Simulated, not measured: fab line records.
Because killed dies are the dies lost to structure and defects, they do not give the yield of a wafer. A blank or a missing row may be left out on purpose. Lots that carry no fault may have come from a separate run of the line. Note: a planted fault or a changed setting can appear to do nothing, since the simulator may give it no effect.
Tool commonality check :: flow gf180mcu :: 13 lots, 39 wafers sampled

WHY IT WAS OPENED
Of 13 lots, 2 have the reading NWELL_TW flagged at GF_NWELL_TW_MEAS_11. Wafers without a fault read 1559, standard deviation 9.
Rule: flag the lot when none of its wafers has a number, or when each of its wafers that has one lies beyond 4 standard deviations from that mean. All remaining lots are regarded as sound.

lot: L160
measured: day 3 05:44
on: film metro-04
NWELL_TW, wafer by wafer: 1560 1560 1558
flag: 

lot: L161
measured: day 3 14:59
on: film metro-04
NWELL_TW, wafer by wafer: 1557 1559 1560
flag: 

lot: L164
measured: day 4 05:41
on: film metro-03
NWELL_TW, wafer by wafer: 1577 1576 1573
flag: 

lot: L165
measured: day 4 13:27
on: film metro-03
NWELL_TW, wafer by wafer: 1586 1576 1580
flag: 

lot: L168
measured: day 5 05:29
on: film metro-04
NWELL_TW, wafer by wafer: 1550 1547 1548
flag: 

lot: L170
measured: day 5 13:30
on: film metro-04
NWELL_TW, wafer by wafer: 1554 1547 1552
flag: 

lot: L171
measured: day 5 23:05
on: film metro-03
NWELL_TW, wafer by wafer: 1388 1372 1385
flag: FLAGGED

lot: L173
measured: day 6 08:54
on: film metro-01
NWELL_TW, wafer by wafer: 1386 1377 1372
flag: FLAGGED

lot: L175
measured: day 6 17:05
on: film metro-04
NWELL_TW, wafer by wafer: 1550 1553 1554
flag: 

lot: L176
measured: day 6 22:02
on: film metro-01
NWELL_TW, wafer by wafer: 1554 1558 1562
flag: 

lot: L177
measured: day 7 05:37
on: film metro-03
NWELL_TW, wafer by wafer: 1560 1564 1563
flag: 

lot: L180
measured: day 7 20:19
on: film metro-01
NWELL_TW, wafer by wafer: 1575 1574 1576
flag: 

lot: L182
measured: day 8 07:43
on: film metro-01
NWELL_TW, wafer by wafer: 1557 1547 1554
flag: 
Average over the flagged lots: 1380; offset from the usual -179, equal to -20 standard deviations.

TOOL THAT RAN EACH LOT
The record holds 1 process step before the reading, out of a route of 602 steps. In each cell: the tool, then ch and the chambers that the sampled wafers went through, then the start.
lot: L160
flag: 
GF_NWELL_IMPLANT_08: implanter-02 ch 0, day 3 05:20

lot: L161
flag: 
GF_NWELL_IMPLANT_08: implanter-04 ch 0, day 3 14:37

lot: L164
flag: 
GF_NWELL_IMPLANT_08: implanter-03 ch 0, day 4 05:17

lot: L165
flag: 
GF_NWELL_IMPLANT_08: implanter-03 ch 0, day 4 13:03

lot: L168
flag: 
GF_NWELL_IMPLANT_08: implanter-03 ch 0, day 5 05:07

lot: L170
flag: 
GF_NWELL_IMPLANT_08: implanter-03 ch 0, day 5 13:06

lot: L171
flag: FLAGGED
GF_NWELL_IMPLANT_08: implanter-03 ch 0, day 5 22:43

lot: L173
flag: FLAGGED
GF_NWELL_IMPLANT_08: implanter-03 ch 0, day 6 08:30

lot: L175
flag: 
GF_NWELL_IMPLANT_08: implanter-02 ch 0, day 6 16:42

lot: L176
flag: 
GF_NWELL_IMPLANT_08: implanter-04 ch 0, day 6 21:39

lot: L177
flag: 
GF_NWELL_IMPLANT_08: implanter-04 ch 0, day 7 05:15

lot: L180
flag: 
GF_NWELL_IMPLANT_08: implanter-02 ch 0, day 7 19:56

lot: L182
flag: 
GF_NWELL_IMPLANT_08: implanter-02 ch 0, day 8 07:19
What is done by these steps:
- GF_NWELL_IMPLANT_08
- GF_NWELL_TW_MEAS_11

FLAGGED AGAINST TOTAL, ONE TOOL AT A TIME (gauges that did the reading follow at the end)
step: GF_NWELL_IMPLANT_08
tool: implanter-02
lots run: 4
flagged: 0
share of the flagged lots: none
sound lots run after its first flagged lot: -

step: GF_NWELL_IMPLANT_08
tool: implanter-03
lots run: 6
flagged: 2
share of the flagged lots: all
sound lots run after its first flagged lot: 0

step: GF_NWELL_IMPLANT_08
tool: implanter-04
lots run: 3
flagged: 0
share of the flagged lots: none
sound lots run after its first flagged lot: -

step: GF_NWELL_TW_MEAS_11
tool: film metro-01
lots run: 4
flagged: 1
share of the flagged lots: some
sound lots run after its first flagged lot: 3 (L176,L180,L182)

step: GF_NWELL_TW_MEAS_11
tool: film metro-03
lots run: 4
flagged: 1
share of the flagged lots: some
sound lots run after its first flagged lot: 1 (L177)

step: GF_NWELL_TW_MEAS_11
tool: film metro-04
lots run: 5
flagged: 0
share of the flagged lots: none
sound lots run after its first flagged lot: -

WHAT THE TABLE PERMITS
1 row of the table ran every flagged lot: implanter-03 at GF_NWELL_IMPLANT_08.
- implanter-03 at GF_NWELL_IMPLANT_08 ran 6 lots, 2 of them flagged. It ran its last sound lot, L170, at day 5 13:06 and its first flagged lot, L171, at day 5 22:43: a fault with its onset between the two fits. Its own readings (dose ions cm2, faraday current uA) fall more than 4 standard deviations out on all wafers of the flagged lots.
Left over: one tool, implanter-03 at GF_NWELL_IMPLANT_08.

WHAT THE SIMULATOR HAD INSERTED
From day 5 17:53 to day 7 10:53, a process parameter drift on implanter-03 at GF_NWELL_IMPLANT_08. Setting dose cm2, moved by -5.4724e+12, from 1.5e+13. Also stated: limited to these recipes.
Struck lots among those shown: L171, L173. Same finding as the rule above.
